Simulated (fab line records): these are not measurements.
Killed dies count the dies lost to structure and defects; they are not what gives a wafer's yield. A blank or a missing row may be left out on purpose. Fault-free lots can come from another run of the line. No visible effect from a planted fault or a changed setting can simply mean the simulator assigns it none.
The tool behind it: which one? :: flow gf180mcu :: 14 lots with 42 wafers sampled at 4 steps, on a route of 602 steps

## WHAT EACH GAUGE READ, for each wafer
GF_V2_THK_MEAS_01.
lot: L147
measured: day 19 09:20
on: film_metro-04
V2_CVD_00_THK (nm): 588 585 591

lot: L150
measured: day 20 19:12
on: film_metro-02
V2_CVD_00_THK (nm): 615 601 597

lot: L151
measured: day 21 03:30
on: film_metro-04
V2_CVD_00_THK (nm): 603 607 603

lot: L152
measured: day 21 16:49
on: film_metro-04
V2_CVD_00_THK (nm): 593 608 586

lot: L153
measured: day 21 20:04
on: film_metro-01
V2_CVD_00_THK (nm): 607 605 609

lot: L154
measured: day 22 11:19
on: film_metro-02
V2_CVD_00_THK (nm): 592 596 603

lot: L155
measured: day 22 18:22
on: film_metro-02
V2_CVD_00_THK (nm): 602 593 595

lot: L156
measured: day 23 00:58
on: film_metro-04
V2_CVD_00_THK (nm): 604 609 602

lot: L160
measured: day 24 04:43
on: film_metro-02
V2_CVD_00_THK (nm): 604 603 607

lot: L161
measured: day 24 19:34
on: film_metro-01
V2_CVD_00_THK (nm): 622 610 611

lot: L164
measured: day 25 13:05
on: film_metro-04
V2_CVD_00_THK (nm): 601 602 598

lot: L165
measured: day 25 20:58
on: film_metro-02
V2_CVD_00_THK (nm): 607 610 604

lot: L166
measured: day 26 11:58
on: film_metro-02
V2_CVD_00_THK (nm): 596 598 589

lot: L167
measured: day 26 12:47
on: film_metro-04
V2_CVD_00_THK (nm): 609 602 607

GF_V2_BOW_MEAS_05.
lot: L147
measured: day 19 09:50
on: film_metro-04
V2_BOW (um): 105 100 105

lot: L150
measured: day 20 19:41
on: film_metro-04
V2_BOW (um): 106 110 106

lot: L151
measured: day 21 04:00
on: film_metro-01
V2_BOW (um): 90 99 102

lot: L152
measured: day 21 17:18
on: film_metro-02
V2_BOW (um): 105 96 103

lot: L153
measured: day 21 20:35
on: film_metro-01
V2_BOW (um): 84 91 91

lot: L154
measured: day 22 11:49
on: film_metro-01
V2_BOW (um): 116 126 119

lot: L155
measured: day 22 18:51
on: film_metro-01
V2_BOW (um): 102 92 91

lot: L156
measured: day 23 01:28
on: film_metro-01
V2_BOW (um): 99 102 96

lot: L160
measured: day 24 05:13
on: film_metro-02
V2_BOW (um): 112 102 94

lot: L161
measured: day 24 20:04
on: film_metro-04
V2_BOW (um): 90 90 80

lot: L164
measured: day 25 13:36
on: film_metro-01
V2_BOW (um): 89 109 102

lot: L165
measured: day 26 00:28
on: film_metro-01
V2_BOW (um): 105 115 108

lot: L166
measured: day 26 12:28
on: film_metro-02
V2_BOW (um): 112 104 105

lot: L167
measured: day 26 13:17
on: film_metro-04
V2_BOW (um): 104 108 105

GF_V2_CD_MEAS_14 targets a cd of 260 nm.
lot: L147
measured: day 20 10:29
on: cd_sem-02
cd_nm (nm): 259.4 259.4 260.4

lot: L150
measured: day 21 19:38
on: cd_sem-01
cd_nm (nm): 258.7 259.3 259.9

lot: L151
measured: day 22 03:16
on: cd_sem-02
cd_nm (nm): 263.1 260.8 260.2

lot: L152
measured: day 22 16:59
on: cd_sem-01
cd_nm (nm): 260.8 261.2 260.9

lot: L153
measured: day 22 19:11
on: cd_sem-01
cd_nm (nm): 259.6 261.4 260.1

lot: L154
measured: day 23 11:11
on: cd_sem-02
cd_nm (nm): 261.4 260.6 262.3

lot: L155
measured: day 23 17:50
on: cd_sem-02
cd_nm (nm): 261.5 261.3 261.6

lot: L156
measured: day 23 23:20
on: cd_sem-01
cd_nm (nm): 257.4 257.8 258.7

lot: L160
measured: day 25 03:26
on: cd_sem-01
cd_nm (nm): 260.6 260.6 260.3

lot: L161
measured: day 25 17:19
on: cd_sem-01
cd_nm (nm): 258.0 259.9 259.6

lot: L164
measured: day 26 09:10
on: cd_sem-02
cd_nm (nm): 292.8 291.0 291.5

lot: L165
measured: day 26 21:08
on: cd_sem-02
cd_nm (nm): 292.3 293.0 292.5

lot: L166
measured: day 27 08:06
on: cd_sem-02
cd_nm (nm): 260.4 259.7 260.3

lot: L167
measured: day 27 09:21
on: cd_sem-01
cd_nm (nm): 258.5 257.9 258.0

## TOOL THAT RAN EACH LOT (tool first, then ch and the chambers of the sampled wafers, then the start)
lot: L147
GF_V2_SOFTBAKE_10: litho_track-01 ch 0, day 19 21:00

lot: L150
GF_V2_SOFTBAKE_10: litho_track-03 ch 0, day 21 07:00

lot: L151
GF_V2_SOFTBAKE_10: litho_track-01 ch 0, day 21 16:00

lot: L152
GF_V2_SOFTBAKE_10: litho_track-01 ch 0, day 22 04:00

lot: L153
GF_V2_SOFTBAKE_10: litho_track-03 ch 0, day 22 07:00

lot: L154
GF_V2_SOFTBAKE_10: litho_track-03 ch 0, day 22 22:00

lot: L155
GF_V2_SOFTBAKE_10: litho_track-01 ch 0, day 23 05:00

lot: L156
GF_V2_SOFTBAKE_10: litho_track-02 ch 0, day 23 12:00

lot: L160
GF_V2_SOFTBAKE_10: litho_track-01 ch 0, day 24 16:00

lot: L161
GF_V2_SOFTBAKE_10: litho_track-03 ch 0, day 25 06:00

lot: L164
GF_V2_SOFTBAKE_10: litho_track-01 ch 0, day 25 23:00

lot: L165
GF_V2_SOFTBAKE_10: litho_track-01 ch 0, day 26 10:00

lot: L166
GF_V2_SOFTBAKE_10: litho_track-02 ch 0, day 26 22:00

lot: L167
GF_V2_SOFTBAKE_10: litho_track-02 ch 0, day 26 23:00
- GF_V2_SOFTBAKE_10: time 60 s.

## AS READ BY THE TOOLS THEMSELVES (means over the sampled wafers that have a number; for cases with no such wafer, the mark the record gives instead)
GF_V2_SOFTBAKE_10.
lot: L147
tool: litho_track-01
heater_power_total_W (W): 93.05
plate_temp_C (C): 130.11

lot: L150
tool: litho_track-03
heater_power_total_W (W): 93.08
plate_temp_C (C): 130.07

lot: L151
tool: litho_track-01
heater_power_total_W (W): 93.08
plate_temp_C (C): 129.92

lot: L152
tool: litho_track-01
heater_power_total_W (W): 93.08
plate_temp_C (C): 129.92

lot: L153
tool: litho_track-03
heater_power_total_W (W): 93.08
plate_temp_C (C): 130.03

lot: L154
tool: litho_track-03
heater_power_total_W (W): 93.02
plate_temp_C (C): 130.17

lot: L155
tool: litho_track-01
heater_power_total_W (W): 93.12
plate_temp_C (C): 129.98

lot: L156
tool: litho_track-02
heater_power_total_W (W): 93.08
plate_temp_C (C): 130.02

lot: L160
tool: litho_track-01
heater_power_total_W (W): 93.08
plate_temp_C (C): 130.00

lot: L161
tool: litho_track-03
heater_power_total_W (W): 93.13
plate_temp_C (C): 129.90

lot: L164
tool: litho_track-01
heater_power_total_W (W): 101.50
plate_temp_C (C): 138.85

lot: L165
tool: litho_track-01
heater_power_total_W (W): 101.48
plate_temp_C (C): 138.86

lot: L166
tool: litho_track-02
heater_power_total_W (W): 93.07
plate_temp_C (C): 129.84

lot: L167
tool: litho_track-02
heater_power_total_W (W): 93.07
plate_temp_C (C): 129.92

## THE ANSWER, worked out from the rows above alone
Rule: the usual values come from the lots themselves. Put in order of their means at a reading, lots are off if they are a third of the lots or fewer, leave a main group of 4 or more, and stand apart from it by a gap of 3 or more times the standard deviation of the main group's means; of several such gaps the widest counts. The tables above print the reading to a certain number of digits; a main group whose means all agree to those digits is not used. Also off: a lot with no number at a reading for which 4 or more lots have one. The other lots that the step has rows for count as sound. Order of review: gauges by route order, followed by the tools' own readings, for which a lot's mean as printed above is used. At the first step where some lot is off, the reading lying furthest off is the one used; lots without a number count as furthest.
Off: L164, L165 (GF_V2_CD_MEAS_14, cd_nm). Main group: mean 260.0 nm, sd 1.2.
If a tool, at a process step before that reading, ran all the lots that are off and no sound lot after the first of them, it fits. Not tried: the gauges at GF_V2_CD_MEAS_14; whatever is off there is also off at GF_V2_SOFTBAKE_10, on other tools, and gauge error can't account for it. One candidate fits, namely litho_track-01 at GF_V2_SOFTBAKE_10. A fault onset in the window from L160 (day 24 16:00, its last sound lot) to L164 (day 25 23:00, its first lot off) fits.
The tool's own readings at GF_V2_SOFTBAKE_10 bear it out: on the lots that are off they differ by more than 5 times the standard deviation of the sound lots' means. heater_power_total_W reads 101.49 W there against 93.08 W on the sound lots; plate_temp_C reads 138.86 C there against 129.99 C on the sound lots.

## WHAT THE SIMULATOR PUT IN
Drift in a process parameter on litho_track-01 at GF_V2_SOFTBAKE_10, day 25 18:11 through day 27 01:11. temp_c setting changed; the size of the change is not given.
Shown lots that were struck: L164, L165. The rule given above showed the same thing.
